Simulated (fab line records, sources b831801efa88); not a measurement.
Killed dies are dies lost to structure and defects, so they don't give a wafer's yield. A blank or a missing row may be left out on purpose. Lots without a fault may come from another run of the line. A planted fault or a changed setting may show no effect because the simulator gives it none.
Which tool did it? | flow sky130 | 13 lots, 39 wafers sampled, at 5 steps of a route of 708

WHAT THE GAUGES READ, wafer by wafer
SKY_FIELD_ISO_THK_MEAS_04.
lot  | measured    | on            | FIELD_ISO_CVD_03_THK (nm)
L947 | day 1 15:14 | film_metro-02 | 164.1 164.9 164.4
L948 | day 1 20:38 | film_metro-02 | 163.9 163.7 162.5
L949 | day 2 00:00 | film_metro-04 | 168.1 168.6 166.0
L950 | day 2 04:32 | film_metro-02 | 165.9 166.4 167.1
L952 | day 2 15:12 | film_metro-02 | 167.8 166.9 166.1
L953 | day 2 20:43 | film_metro-03 | 165.5 167.6 166.4
L954 | day 3 01:01 | film_metro-02 | 165.4 164.9 164.9
L955 | day 3 07:17 | film_metro-02 | 167.3 168.2 167.0
L956 | day 3 10:29 | film_metro-02 | 165.9 164.2 165.4
L961 | day 4 11:29 | film_metro-03 | 166.8 167.2 165.8
L962 | day 4 17:30 | film_metro-03 | 166.3 166.6 165.9
L968 | day 6 03:26 | film_metro-03 | 163.3 163.8 163.0
L970 | day 6 11:52 | film_metro-03 | 167.2 166.8 165.5

SKY_SONOS_ONO_CD_MEAS_13: target cd 410 nm.
lot  | measured     | on        | cd_nm (nm)
L947 | day 12 18:39 | cd_sem-02 | 411.0 409.6 408.1
L948 | day 12 23:16 | cd_sem-01 | 411.6 409.5 410.2
L949 | day 13 02:51 | cd_sem-02 | 405.5 404.6 406.9
L950 | day 13 09:57 | cd_sem-01 | 412.7 409.6 413.5
L952 | day 14 13:26 | cd_sem-02 | 410.8 409.0 411.8
L953 | day 15 06:56 | cd_sem-02 | 410.4 409.1 411.3
L954 | day 15 07:12 | cd_sem-02 | 409.0 406.3 409.7
L955 | day 15 07:48 | cd_sem-02 | 410.4 410.0 410.7
L956 | day 15 17:03 | cd_sem-02 | 405.6 406.8 408.7
L961 | day 17 05:04 | cd_sem-01 | 410.8 410.6 409.8
L962 | day 17 14:21 | cd_sem-02 | 412.2 411.1 409.6
L968 | day 19 23:29 | cd_sem-02 | 407.7 405.2 406.8
L970 | day 20 12:37 | cd_sem-02 | 410.3 411.0 410.7

SKY_POLY_CUT_CD_MEAS_08: target cd 270 nm.
lot  | measured     | on        | cd_nm (nm)
L947 | day 24 04:45 | cd_sem-02 | 273.0 272.6 273.0
L948 | day 24 10:34 | cd_sem-02 | 266.8 267.4 267.9
L949 | day 24 23:37 | cd_sem-02 | 266.7 267.5 268.2
L950 | day 25 07:17 | cd_sem-02 | 270.0 270.0 271.6
L952 | day 26 11:25 | cd_sem-02 | 269.0 269.0 268.9
L953 | day 27 01:20 | cd_sem-02 | 267.6 269.3 268.5
L954 | day 27 03:07 | cd_sem-02 | 270.0 269.6 270.1
L955 | day 27 04:42 | cd_sem-01 | 270.2 270.9 272.6
L956 | day 27 06:31 | cd_sem-01 | 268.6 269.9 269.4
L961 | day 28 21:46 | cd_sem-01 | 269.3 269.9 269.8
L962 | day 29 05:16 | cd_sem-02 | 270.0 270.3 270.1
L968 | day 31 08:35 | cd_sem-02 | 269.7 269.3 269.3
L970 | day 31 22:02 | cd_sem-01 | 269.5 270.4 268.7

WHICH TOOL RAN EACH LOT (tool, then ch and the chambers of the sampled wafers, then the start)
lot  | SKY_VT_ADJUST_PCH_COAT_02         | SKY_VT_ADJUST_PCH_STRIP_09
L947 | litho_track-02 ch 0, day 9 20:07  | plasma_asher-03 ch 0,1, day 10 07:27
L948 | litho_track-03 ch 0, day 10 05:08 | plasma_asher-02 ch 1, day 10 18:00
L949 | litho_track-02 ch 0, day 10 10:10 | plasma_asher-03 ch 0,1, day 10 22:10
L950 | litho_track-02 ch 0, day 10 17:04 | plasma_asher-02 ch 0,1, day 11 04:46
L952 | litho_track-02 ch 0, day 11 13:21 | plasma_asher-02 ch 0,1, day 12 01:18
L953 | litho_track-02 ch 0, day 11 18:57 | plasma_asher-03 ch 1, day 12 06:49
L954 | litho_track-03 ch 0, day 12 02:46 | plasma_asher-04 ch 0,1, day 12 15:07
L955 | litho_track-01 ch 0, day 12 07:18 | plasma_asher-03 ch 0, day 12 20:13
L956 | litho_track-03 ch 0, day 12 19:10 | plasma_asher-04 ch 0,1, day 13 06:54
L961 | litho_track-02 ch 0, day 14 02:25 | plasma_asher-04 ch 0,1, day 14 15:33
L962 | litho_track-02 ch 0, day 14 10:40 | plasma_asher-04 ch 0,1, day 15 01:17
L968 | litho_track-01 ch 0, day 16 15:21 | plasma_asher-04 ch 0,1, day 17 05:47
L970 | litho_track-01 ch 0, day 17 03:11 | plasma_asher-04 ch 0,1, day 17 17:49
- SKY_VT_ADJUST_PCH_COAT_02: resist thk 3000 nm.
- SKY_VT_ADJUST_PCH_STRIP_09: strips in O2/N2.

WHAT THE TOOLS THEMSELVES READ (means of the sampled wafers that have a number; where no wafer has one, the mark that the record gives instead)
SKY_VT_ADJUST_PCH_COAT_02.
lot  | tool           | spin_speed_rpm (rpm)
L947 | litho_track-02 | 1999.4
L948 | litho_track-03 | 2000.9
L949 | litho_track-02 | 2000.0
L950 | litho_track-02 | 1999.0
L952 | litho_track-02 | 2000.3
L953 | litho_track-02 | 2000.5
L954 | litho_track-03 | 1998.5
L955 | litho_track-01 | 2000.0
L956 | litho_track-03 | 2000.9
L961 | litho_track-02 | 2141.8
L962 | litho_track-02 | 2139.3
L968 | litho_track-01 | 1999.9
L970 | litho_track-01 | 2001.3

SKY_VT_ADJUST_PCH_STRIP_09.
lot  | tool            | drypump_motor_current_A (A) | oes_product_au (a.u.) | strip_time_to_endpoint_s (s)
L947 | plasma_asher-03 | 6.2                         | 0.719                 | 36.96
L948 | plasma_asher-02 | 6.2                         | 0.726                 | 36.88
L949 | plasma_asher-03 | 6.2                         | 0.721                 | 37.06
L950 | plasma_asher-02 | 5.5                         | 0.723                 | 37.02
L952 | plasma_asher-02 | 5.5                         | 0.723                 | 37.05
L953 | plasma_asher-03 | 6.2                         | 0.723                 | 37.05
L954 | plasma_asher-04 | 5.8                         | 0.726                 | 37.06
L955 | plasma_asher-03 | 6.2                         | 0.725                 | 36.99
L956 | plasma_asher-04 | 5.9                         | 0.722                 | 37.07
L961 | plasma_asher-04 | 5.8                         | 0.726                 | 35.79
L962 | plasma_asher-04 | 5.9                         | 0.720                 | 35.60
L968 | plasma_asher-04 | 5.8                         | 0.726                 | 37.06
L970 | plasma_asher-04 | 5.9                         | 0.722                 | 36.93

THE ANSWER, worked out from the rows above alone
Rule: what is usual is taken from the lots themselves. Put in order of their means at a reading, lots are off if they are a third of the lots or fewer, leave a main group of 4 or more, and stand apart from it by a gap of 3 or more times the standard deviation of the main group's means; of several such gaps the widest counts. A main group whose means are all the same, to the digits that the tables above print for the reading, isn't used. A lot without any number at a reading at which 4 lots or more have one is off too. The other lots that the step has rows for count as sound. The gauges are gone through in route order, then the tools' own readings, and for those a lot's mean is taken as printed above. The first step at which some lot is off is used, and at that step the reading that is off furthest; a lot without a number counts as furthest.
Off: L961, L962, at SKY_VT_ADJUST_PCH_COAT_02 (spin_speed_rpm). The main group: mean 2000.1 rpm, standard deviation 0.81.
A tool fits if, at that step or a process step before it, it ran every lot that is off, and no sound lot after the first of them. One fits: litho_track-02 at SKY_VT_ADJUST_PCH_COAT_02. Its last sound lot is L953 (day 11 18:57), its first lot that is off L961 (day 14 02:25): a fault that began between those two fits.
The tool's own readings at SKY_VT_ADJUST_PCH_COAT_02 bear it out: on the lots that are off they differ by more than 5 times the standard deviation of the sound lots' means. spin_speed_rpm reads 2140.6 rpm there against 2000.1 rpm on the sound lots.

WHAT THE SIMULATOR HAD PUT IN
Process parameter drift: litho_track-02, from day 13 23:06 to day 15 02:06, at SKY_VT_ADJUST_PCH_COAT_02. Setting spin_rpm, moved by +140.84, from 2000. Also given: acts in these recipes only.
Lots struck among those shown: L961, L962. The rule above found the same.
